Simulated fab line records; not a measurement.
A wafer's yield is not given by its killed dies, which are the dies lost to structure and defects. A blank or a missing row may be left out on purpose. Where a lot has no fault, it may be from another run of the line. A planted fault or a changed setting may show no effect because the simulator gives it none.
fab line records | flow sfqLine
[record] lots = 5 | wafers = 15 | lastDay = 85
route steps=325 shown I7@302 M8@311
lots that met no fault: taken from a fault-free run of the same line
startH: hours from the record's first day to the start of the lot's first wafer shown | waitH: how many hours have passed since the lot's step before this one | " the same as in the row above | L1.1+2: several wafers, shown together as one row | - value missing, or start not given | * or withheld: withheld | < > ~ a bound
route shown NAME@n: NAME is a module with steps in the file, n the number in the route of the first one | usual: average and standard deviation across the fault-free wafers | same: alike in all rows | chamber/n: place in a boat | sites: readings site by site | _std_site: the standard deviation of these | _edge_site: outer sites' mean less inner sites' | radiusMm: for every site, how far away it sits from the centre of the wafer | mask NAME#n: copy n | behind: the tool/chamber that last shaped the wafer | hold: why the lot was held/for how many hours/how that ended | device: the transistor (n, p or np) that didn't switch | end of line: the same wafers' tests at the end of the route | step lacking rows: just its recipe | killed: dies that structure and defects cost at the first sort, which is not the same as the wafer's yield | map: a wafer's dies, x killed, . not, _ none there
set.NAME: the setting the step ran with; set.NAME@STEP: the setting that earlier step ran with | model.NAME: the simulator's own value behind a step, which no gauge read
certain route steps with their lots: each step a table, each wafer a row
services: a tool's chamber out of use, with start hour (startH, from the record's first day; less than 0 if before it), hours out, and reason
[[steps]]
[step SFQ_TRILAYER_I7_VIA_LITHO_SOFTBAKE_191]
[recipe] tempC = withheld | timeS = withheld | resist = KrF
lot.wafer  | tool          | chamber | startH  | waitH
L074.2+3+6 | lithoTrack-01 | 0       | 1823.36 | 0.2
L077.1+2+5 | lithoTrack-04 | 0       | 1847.29 | 0.2
L080.2+4+6 | lithoTrack-04 | 0       | 1859.31 | 0.2
L088.1+2+4 | lithoTrack-04 | 0       | 2026.35 | 0.2
L089.3+5+6 | lithoTrack-03 | 0       | 2030.06 | 0.2
[step SFQ_TRILAYER_I7_VIA_LITHO_EXPOSE_188]
[recipe] maskId = I7 | na = 0.6 | sourceShape = conventional | sigmaOuter = 0.65 | targetCdNm = 1000 | doseMj = 21.3
lot.wafer  | tool          | chamber | startH  | waitH | mask
L074.2+3+6 | krfScanner-01 | 0       | 1920.97 | -     | I7#0
L077.1+2+5 | krfScanner-02 | 0       | 1933.03 | -     | I7#0
L080.2+4+6 | krfScanner-02 | 0       | 1947.24 | -     | I7#0
L088.1+2+4 | krfScanner-02 | 0       | 2027.84 | -     | I7#0
L089.3+5+6 | krfScanner-02 | 0       | 2030.64 | -     | I7#0
[step SFQ_TRILAYER_I7_VIA_LITHO_PEB_190]
[recipe] pebTempC = 115 | pebTimeS = 60 | resist = KrF
[usual] plateTempC = 115.00/0.13
lot.wafer | tool          | chamber | startH  | waitH | plateTempC
L074.2    | lithoTrack-03 | 0       | 1921.99 | 0.8   | 115.16
L074.3    | "             | 0       | "       | "     | 115.04
L074.6    | "             | 0       | "       | "     | 115.08
L077.1    | lithoTrack-04 | 0       | 1934.23 | 1.0   | 114.90
L077.2    | "             | 0       | "       | "     | 115.25
L077.5    | "             | 0       | "       | "     | 115.16
L080.2    | lithoTrack-03 | 0       | 1948.26 | 0.8   | 114.92
L080.4    | "             | 0       | "       | "     | 115.11
L080.6    | "             | 0       | "       | "     | 114.83
L088.1    | lithoTrack-04 | 0       | 2029.04 | 1.0   | 115.06
L088.2    | "             | 0       | "       | "     | 115.02
L088.4    | "             | 0       | "       | "     | 114.78
L089.3    | lithoTrack-03 | 0       | 2031.49 | 0.7   | 114.99
L089.5    | "             | 0       | "       | "     | 114.94
L089.6    | "             | 0       | "       | "     | 114.95
[step SFQ_TRILAYER_I7_VIA_LITHO_DEVELOP_189]
[recipe] timeS = 60 | resist = KrF
lot.wafer  | tool          | chamber | startH  | waitH
L074.2+3+6 | lithoTrack-03 | 0       | 1922.14 | 0.1
L077.1+2+5 | lithoTrack-04 | 0       | 1934.38 | 0.1
L080.2+4+6 | lithoTrack-03 | 0       | 1948.41 | 0.1
L088.1+2+4 | lithoTrack-04 | 0       | 2029.19 | 0.1
L089.3+5+6 | lithoTrack-03 | 0       | 2031.64 | 0.1
[step SFQ_I7_OVL_MEAS_947]
[usual] I7_OVL = -2/5.9
lot.wafer | tool       | chamber | startH  | waitH | I7_OVL[nm]
L074.2    | overlay-02 | -       | 1922.27 | 0.1   | -3
L074.3    | "          | -       | "       | "     | -4
L074.6    | "          | -       | "       | "     | 5
L077.1    | overlay-01 | -       | 1934.53 | 0.1   | -2
L077.2    | "          | -       | "       | "     | -2
L077.5    | "          | -       | "       | "     | -2
L080.2    | overlay-02 | -       | 1948.54 | 0.1   | -3
L080.4    | "          | -       | "       | "     | -1
L080.6    | "          | -       | "       | "     | -2
L088.1    | overlay-02 | -       | 2029.34 | 0.1   | -6
L088.2    | "          | -       | "       | "     | 4
L088.4    | "          | -       | "       | "     | 4
L089.3    | overlay-02 | -       | 2031.76 | 0.1   | -5
L089.5    | "          | -       | "       | "     | 2
L089.6    | "          | -       | "       | "     | 3
[step SFQ_TRILAYER_I7_VIA_BARC_OPEN_VIA_ETCH_260]
[recipe] maskMaterial = PR | chemistry = O2 | targetDepthNm = 125 | target = BARC | sourceW = 500 | biasW = 80 | pressureMtorr = 30 | timeS = 41.7
[usual] drypumpMotorCurrentA = 5.7/0.47 | oesProductAu = 0.684/0.0048
lot.wafer | tool       | chamber | startH  | waitH | drypumpMotorCurrentA | oesProductAu | rfHoursCounterH
L074.2    | rieDiel-02 | 0       | 1922.30 | 0.0   | 5.9                  | 0.687        | 12
L074.3    | "          | 2       | "       | "     | 5.4                  | 0.680        | 3
L074.6    | "          | 0       | "       | "     | 5.9                  | 0.678        | -
L077.1    | rieDiel-02 | 1       | 1934.57 | 0.0   | 5.2                  | 0.678        | 0
L077.2    | "          | 2       | "       | "     | 5.4                  | 0.674        | 3
L077.5    | "          | 0       | "       | "     | 5.9                  | 0.677        | -
L080.2    | rieDiel-04 | 3       | 1948.57 | 0.0   | 6.6                  | 0.686        | 4
L080.4    | "          | 1       | "       | "     | 5.3                  | 0.689        | 0
L080.6    | "          | 0       | "       | "     | 5.4                  | 0.687        | -
L088.1    | rieDiel-04 | 1       | 2029.38 | 0.0   | 5.3                  | 0.682        | 1
L088.2    | "          | 3       | "       | "     | 6.6                  | 0.691        | 5
L088.4    | "          | 2       | "       | "     | 5.5                  | 0.679        | 18
L089.3    | rieDiel-02 | 2       | 2031.78 | 0.0   | 5.3                  | 0.680        | 4
L089.5    | "          | 3       | "       | "     | 5.7                  | 0.679        | -
L089.6    | "          | 2       | "       | "     | 5.4                  | 0.686        | -
[step SFQ_TRILAYER_I7_VIA_ETCH_VIA_ETCH_190]
[recipe] target = SiO2 | stopOn = Nb | maskMaterial = PR | taperDeg = 20 | chemistry = CHF3 | targetDepthNm = 260 | sourceW = 500 | biasW = 80 | pressureMtorr = 30 | timeS = withheld
[usual] drypumpMotorCurrentA = 5.7/0.47 | oesProductAu = 0.854/0.0048
lot.wafer | tool       | chamber | startH  | waitH | drypumpMotorCurrentA | oesProductAu
L074.2    | rieDiel-02 | 0       | 1922.34 | 0.0   | 5.9                  | 0.850
L074.3    | "          | 2       | "       | "     | 5.3                  | 0.848
L074.6    | "          | 0       | "       | "     | 5.9                  | 0.853
L077.1    | rieDiel-02 | 1       | 1934.61 | 0.0   | 5.2                  | 0.857
L077.2    | "          | 2       | "       | "     | 5.4                  | 0.850
L077.5    | "          | 0       | "       | "     | 5.9                  | 0.853
L080.2    | rieDiel-04 | 3       | 1948.61 | 0.0   | 6.7                  | 0.854
L080.4    | "          | 1       | "       | "     | 5.4                  | 0.858
L080.6    | "          | 0       | "       | "     | 5.4                  | 0.853
L088.1    | rieDiel-04 | 1       | 2029.42 | 0.0   | 5.3                  | 0.858
L088.2    | "          | 3       | "       | "     | 6.6                  | 0.859
L088.4    | "          | 2       | "       | "     | 5.5                  | 0.847
L089.3    | rieDiel-02 | 2       | 2031.82 | 0.0   | 5.4                  | 0.858
L089.5    | "          | 3       | "       | "     | 5.7                  | 0.857
L089.6    | "          | 2       | "       | "     | 5.3                  | 0.862
[step SFQ_TRILAYER_I7_VIA_STRIP_STRIP_191]
[recipe] gas = O2 | powerW = 200 | platenTempC = 40 | overashFraction = 0.65 | chemistry = O2 | pressureMtorr = 50
[usual] drypumpMotorCurrentA = 5.9/0.31 | oesProductAu = 1.002/0.0088
[same] overashFraction = 0.65
lot.wafer | tool        | chamber | startH  | waitH | drypumpMotorCurrentA | oesProductAu | rfHoursCounterH
L074.2    | rieMetal-03 | 0       | 1922.66 | -     | 6.4                  | 0.972        | -
L074.3    | "           | 0       | "       | "     | 6.4                  | 0.987        | -
L074.6    | "           | 0       | "       | "     | 6.5                  | 0.994        | -
L077.1    | rieMetal-01 | 1       | 1934.72 | -     | 5.6                  | 1.003        | 12
L077.2    | "           | 0       | "       | "     | 5.6                  | 1.009        | 64
L077.5    | "           | 0       | "       | "     | 5.6                  | 0.995        | -
L080.2    | rieMetal-03 | 1       | 1948.73 | -     | 6.0                  | 1.013        | 4
L080.4    | "           | 0       | "       | "     | 6.5                  | 0.996        | -
L080.6    | "           | 0       | "       | "     | 6.4                  | 0.995        | -
L088.1    | rieMetal-01 | 0       | 2029.53 | -     | 5.6                  | 1.009        | 78
L088.2    | "           | 1       | "       | "     | 5.6                  | 1.006        | 26
L088.4    | "           | 1       | "       | "     | 5.6                  | 1.012        | -
L089.3    | rieMetal-04 | 1       | 2032.13 | -     | 5.9                  | 1.013        | -
L089.5    | "           | 0       | "       | "     | 5.8                  | 1.009        | -
L089.6    | "           | 1       | "       | "     | 5.9                  | 1.011        | -
[step SFQ_TRILAYER_I7_VIA_STRIP_SOLV_CLEAN_192]
[recipe] chemistry = NMP | tempC = 70 | timeS = 600
lot.wafer  | tool        | chamber | startH  | waitH
L074.2+3+6 | wetBench-01 | 5,7,2   | 1923.66 | 0.8
L077.1+2+5 | wetBench-03 | 3,7,5   | 1935.32 | 0.4
L080.2+4+6 | wetBench-01 | 5,3,4   | 1949.33 | 0.4
L088.1+2+4 | wetBench-03 | 4,0,7   | 2030.13 | 0.4
L089.3+5+6 | wetBench-04 | 5,0,1   | 2032.53 | 0.2
[step SFQ_TRILAYER_M8_LITHO_LOR_COAT_197]
[recipe] resist = lift-off | spinRpm = 3000
lot.wafer  | tool          | chamber | startH  | waitH
L074.2+3+6 | lithoTrack-03 | 0       | 1923.88 | 0.1
L077.1+2+5 | lithoTrack-03 | 0       | 1935.49 | 0.0
L080.2+4+6 | lithoTrack-01 | 0       | 1949.55 | 0.1
L088.1+2+4 | lithoTrack-02 | 0       | 2030.31 | 0.0
L089.3+5+6 | lithoTrack-01 | 0       | 2032.81 | 0.1
[step SFQ_TRILAYER_M8_LITHO_LOR_BAKE_198]
[recipe] resist = lift-off | tempC = withheld | timeS = withheld
lot.wafer  | tool          | chamber | startH  | waitH
L074.2+3+6 | lithoTrack-03 | 0       | 1924.22 | 0.3
L077.1+2+5 | lithoTrack-03 | 0       | 1935.79 | 0.2
L080.2+4+6 | lithoTrack-01 | 0       | 1949.89 | 0.3
L088.1+2+4 | lithoTrack-02 | 0       | 2030.61 | 0.2
L089.3+5+6 | lithoTrack-01 | 0       | 2033.19 | 0.3
[step SFQ_TRILAYER_M8_LITHO_COAT_193]
[recipe] resist = KrF | spinRpm = 3000 | resistThkNm = 600
lot.wafer  | tool          | chamber | startH | waitH
L074.2+3+6 | lithoTrack-03 | 0       | -      | -
L077.1+2+5 | lithoTrack-03 | 0       | -      | -
L080.2+4+6 | lithoTrack-01 | 0       | -      | -
L088.1+2+4 | lithoTrack-02 | 0       | -      | -
L089.3+5+6 | lithoTrack-01 | 0       | -      | -
[step SFQ_TRILAYER_M8_LITHO_SOFTBAKE_199]
[recipe] tempC = withheld | timeS = withheld | resist = KrF
lot.wafer  | tool          | chamber | startH | waitH
L074.2+3+6 | lithoTrack-03 | 0       | -      | -
L077.1+2+5 | lithoTrack-03 | 0       | -      | -
L080.2+4+6 | lithoTrack-01 | 0       | -      | -
L088.1+2+4 | lithoTrack-02 | 0       | -      | -
L089.3+5+6 | lithoTrack-01 | 0       | -      | -
[step SFQ_TRILAYER_M8_LITHO_EXPOSE_194]
[recipe] maskId = M8 | na = 0.6 | sourceShape = conventional | sigmaOuter = 0.65 | targetCdNm = 2000 | doseMj = 14.4
lot.wafer  | tool          | chamber | startH  | waitH | mask
L074.2+3+6 | krfScanner-02 | 0       | 1926.03 | -     | M8#0
L077.1+2+5 | krfScanner-01 | 0       | 2006.71 | -     | M8#0
L080.2+4+6 | krfScanner-02 | 0       | 2016.49 | -     | M8#0
L088.1+2+4 | krfScanner-02 | 0       | 2032.64 | -     | M8#0
L089.3+5+6 | krfScanner-02 | 0       | 2035.51 | -     | M8#0
[step SFQ_TRILAYER_M8_LITHO_PEB_196]
[recipe] pebTempC = 115 | pebTimeS = 60 | resist = KrF
[usual] plateTempC = 114.97/0.12
lot.wafer | tool          | chamber | startH  | waitH | plateTempC
L074.2    | lithoTrack-01 | 0       | 1927.06 | 0.8   | 115.03
L074.3    | "             | 0       | "       | "     | 115.04
L074.6    | "             | 0       | "       | "     | 114.84
L077.1    | lithoTrack-01 | 0       | 2007.91 | 1.0   | 115.03
L077.2    | "             | 0       | "       | "     | 114.93
L077.5    | "             | 0       | "       | "     | 114.97
L080.2    | lithoTrack-03 | 0       | 2017.52 | 0.8   | 115.08
L080.4    | "             | 0       | "       | "     | 114.80
L080.6    | "             | 0       | "       | "     | 114.99
L088.1    | lithoTrack-03 | 0       | 2033.84 | 1.0   | 114.89
L088.2    | "             | 0       | "       | "     | 114.69
L088.4    | "             | 0       | "       | "     | 114.75
L089.3    | lithoTrack-03 | 0       | 2036.36 | 0.7   | 115.01
L089.5    | "             | 0       | "       | "     | 115.01
L089.6    | "             | 0       | "       | "     | 115.06
[step SFQ_TRILAYER_M8_LITHO_DEVELOP_195]
[recipe] imgClearS = 15 | timeS = 55 | resist = KrF
lot.wafer  | tool          | chamber | startH  | waitH
L074.2+3+6 | lithoTrack-01 | 0       | 1927.20 | 0.1
L077.1+2+5 | lithoTrack-01 | 0       | 2008.06 | 0.1
L080.2+4+6 | lithoTrack-03 | 0       | 2017.67 | 0.1
L088.1+2+4 | lithoTrack-03 | 0       | 2033.99 | 0.1
L089.3+5+6 | lithoTrack-03 | 0       | 2036.51 | 0.1
[step SFQ_M8_OVL_MEAS_948]
[usual] M8_OVL = -2/6.2
lot.wafer | tool       | chamber | startH  | waitH | M8_OVL[nm]
L074.2    | overlay-02 | -       | 1927.33 | 0.1   | -9
L074.3    | "          | -       | "       | "     | -7
L074.6    | "          | -       | "       | "     | -8
L077.1    | overlay-02 | -       | 2008.20 | 0.1   | 7
L077.2    | "          | -       | "       | "     | -5
L077.5    | "          | -       | "       | "     | 6
L080.2    | overlay-01 | -       | 2017.79 | 0.1   | -3
L080.4    | "          | -       | "       | "     | -5
L080.6    | "          | -       | "       | "     | -3
L088.1    | overlay-02 | -       | 2034.14 | 0.1   | 3
L088.2    | "          | -       | "       | "     | 0
L088.4    | "          | -       | "       | "     | -1
L089.3    | overlay-02 | -       | 2036.61 | 0.1   | 8
L089.5    | "          | -       | "       | "     | 4
L089.6    | "          | -       | "       | "     | -1
[step SFQ_TRILAYER_M8_DEP_EVAP_197]
[recipe] material = Ti | angularSpreadDeg = 1 | targetThkNm = 20 | timeS = 100 | powerW = 2000
lot.wafer  | tool          | chamber | startH  | waitH
L074.2+3+6 | pvdSputter-01 | -       | 1927.36 | 0.0
L077.1+2+5 | pvdSputter-02 | -       | 2008.23 | 0.0
L080.2+4+6 | pvdSputter-01 | -       | 2017.82 | 0.0
L088.1+2+4 | pvdSputter-01 | -       | 2034.17 | 0.0
L089.3+5+6 | pvdSputter-02 | -       | 2036.64 | 0.0
[step SFQ_TRILAYER_M8_DEP_EVAP_198]
[recipe] material = Pt | angularSpreadDeg = 1 | targetThkNm = 50 | timeS = 250 | powerW = 2000
lot.wafer  | tool          | chamber | startH  | waitH
L074.2+3+6 | pvdSputter-01 | -       | 1927.43 | 0.0
L077.1+2+5 | pvdSputter-02 | -       | 2008.31 | 0.0
L080.2+4+6 | pvdSputter-01 | -       | 2017.89 | 0.0
L088.1+2+4 | pvdSputter-01 | -       | 2034.24 | 0.0
L089.3+5+6 | pvdSputter-02 | -       | 2036.71 | 0.0
[step SFQ_TRILAYER_M8_DEP_EVAP_196]
[recipe] material = Au | angularSpreadDeg = 1 | targetThkNm = 180 | timeS = 900 | powerW = 2000
lot.wafer  | tool          | chamber | startH  | waitH
L074.2+3+6 | pvdSputter-01 | -       | 1927.59 | 0.1
L077.1+2+5 | pvdSputter-02 | -       | 2008.46 | 0.1
L080.2+4+6 | pvdSputter-01 | -       | 2018.05 | 0.1
L088.1+2+4 | pvdSputter-01 | -       | 2034.40 | 0.1
L089.3+5+6 | pvdSputter-02 | -       | 2036.87 | 0.1
[step SFQ_M8_RS_MEAS_949]
[recipe] thkMeasGauge = four-point-probe | reads = Au_of_TRILAYER_M8_DEP_EVAP_196+Pt_of_TRILAYER_M8_DEP_EVAP_198+Ti_of_TRILAYER_M8_DEP_EVAP_197
[usual] M8_AU_RS = 0.1530/0.0021
lot.wafer | tool         | chamber | startH  | waitH | M8_AU_RS[ohm/sq]
L074.2    | filmMetro-01 | -       | 1928.12 | 0.3   | 0.1523
L074.3    | "            | -       | "       | "     | 0.1509
L074.6    | "            | -       | "       | "     | 0.1523
L077.1    | filmMetro-02 | -       | 2008.98 | 0.3   | 0.1539
L077.2    | "            | -       | "       | "     | 0.1549
L077.5    | "            | -       | "       | "     | 0.1531
L080.2    | filmMetro-01 | -       | 2018.59 | 0.3   | 0.1532
L080.4    | "            | -       | "       | "     | 0.1515
L080.6    | "            | -       | "       | "     | 0.1517
L088.1    | filmMetro-02 | -       | 2034.92 | 0.3   | 0.1539
L088.2    | "            | -       | "       | "     | 0.1509
L088.4    | "            | -       | "       | "     | 0.1508
L089.3    | filmMetro-01 | -       | 2037.42 | 0.3   | 0.1528
L089.5    | "            | -       | "       | "     | 0.1503
L089.6    | "            | -       | "       | "     | 0.1550
[step SFQ_M8_THK_MEAS_950]
[recipe] thkMeasGauge = xrf | reads = Au_of_TRILAYER_M8_DEP_EVAP_196
[usual] M8_AU_THK = 180.2/2.5
lot.wafer | tool         | chamber | startH  | waitH | M8_AU_THK[nm]
L074.2    | filmMetro-01 | -       | 1928.23 | 0.1   | 182.2
L074.3    | "            | -       | "       | "     | 183.7
L074.6    | "            | -       | "       | "     | 182.3
L077.1    | filmMetro-02 | -       | 2009.10 | 0.1   | 178.8
L077.2    | "            | -       | "       | "     | 178.0
L077.5    | "            | -       | "       | "     | 180.7
L080.2    | filmMetro-01 | -       | 2018.70 | 0.1   | 179.7
L080.4    | "            | -       | "       | "     | 181.1
L080.6    | "            | -       | "       | "     | 181.2
L088.1    | filmMetro-02 | -       | 2035.04 | 0.1   | 179.2
L088.2    | "            | -       | "       | "     | 183.1
L088.4    | "            | -       | "       | "     | 182.8
L089.3    | filmMetro-01 | -       | 2037.52 | 0.1   | 180.9
L089.5    | "            | -       | "       | "     | 183.1
L089.6    | "            | -       | "       | "     | 179.1
[step SFQ_TRILAYER_M8_LIFTOFF_LIFTOFF_197]
[recipe] tempC = 80 | timeS = 600 | chemistry = NMP
lot.wafer  | tool        | chamber | startH  | waitH
L074.2+3+6 | wetBench-03 | 2,1,4   | 1928.28 | 0.0
L077.1+2+5 | wetBench-04 | 6,1,5   | 2009.16 | 0.1
L080.2+4+6 | wetBench-02 | 7,6,2   | 2018.75 | 0.0
L088.1+2+4 | wetBench-03 | 2,4,0   | 2035.10 | 0.1
L089.3+5+6 | wetBench-03 | 7,6,4   | 2037.56 | 0.0
[step SFQ_M8_BOW_MEAS_951]
[recipe] mode = bow
[usual] M8_BOW = 9/7.9
lot.wafer | tool         | chamber | startH  | waitH | M8_BOW[um]
L074.2    | filmMetro-04 | -       | 1928.48 | 0.0   | 1
L074.3    | "            | -       | "       | "     | -11
L074.6    | "            | -       | "       | "     | 2
L077.1    | filmMetro-04 | -       | 2009.51 | 0.0   | 2
L077.2    | "            | -       | "       | "     | 8
L077.5    | "            | -       | "       | "     | 8
L080.2    | filmMetro-02 | -       | 2018.94 | 0.0   | 18
L080.4    | "            | -       | "       | "     | 11
L080.6    | "            | -       | "       | "     | 10
L088.1    | filmMetro-04 | -       | 2035.27 | 0.0   | 6
L088.2    | "            | -       | "       | "     | 16
L088.4    | "            | -       | "       | "     | 17
L089.3    | filmMetro-01 | -       | 2037.78 | 0.0   | -2
L089.5    | "            | -       | "       | "     | 3
L089.6    | "            | -       | "       | "     | -4
[[services]]
tool          | chamber | startH  | hours | kind
rieMetal-01   | 1       | 1801.42 | 16.4  | repair
rieMetal-03   | 1       | 1805.26 | 5.1   | repair
rieDiel-04    | 1       | 1821.77 | 6.1   | repair
rieMetal-01   | -       | 1823.96 | 1.4   | pm
pvdSputter-01 | -       | 1836.86 | 32.5  | repair
pvdSputter-01 | -       | 1843.05 | 6.7   | repair
krfScanner-02 | -       | 1850.76 | 0.8   | pm
pvdSputter-02 | -       | 1854.46 | 0.9   | repair
rieDiel-02    | 3       | 1856.98 | 5.4   | repair
krfScanner-01 | -       | 1858.12 | 21.0  | pm
rieDiel-04    | 0       | 1869.73 | 4.6   | repair
krfScanner-02 | -       | 1879.84 | 1.0   | pm
rieDiel-02    | 2       | 1880.11 | 9.7   | repair
rieMetal-01   | 1       | 1884.81 | 6.7   | repair
rieMetal-03   | -       | 1892.88 | 0.2   | repair
pvdSputter-02 | -       | 1904.28 | 1.9   | repair
krfScanner-02 | -       | 1923.33 | 1.3   | pm
rieDiel-02    | 3       | 1957.31 | 6.3   | repair
rieDiel-04    | 0       | 1982.87 | 3.7   | repair
pvdSputter-01 | -       | 1996.58 | 5.0   | repair
rieDiel-02    | -       | 1997.01 | 5.2   | repair
krfScanner-02 | -       | 2004.64 | 4.4   | pm
krfScanner-02 | -       | 2009.01 | 3.6   | pm
pvdSputter-02 | -       | 2029.03 | 2.7   | repair
[[key]]
fault none
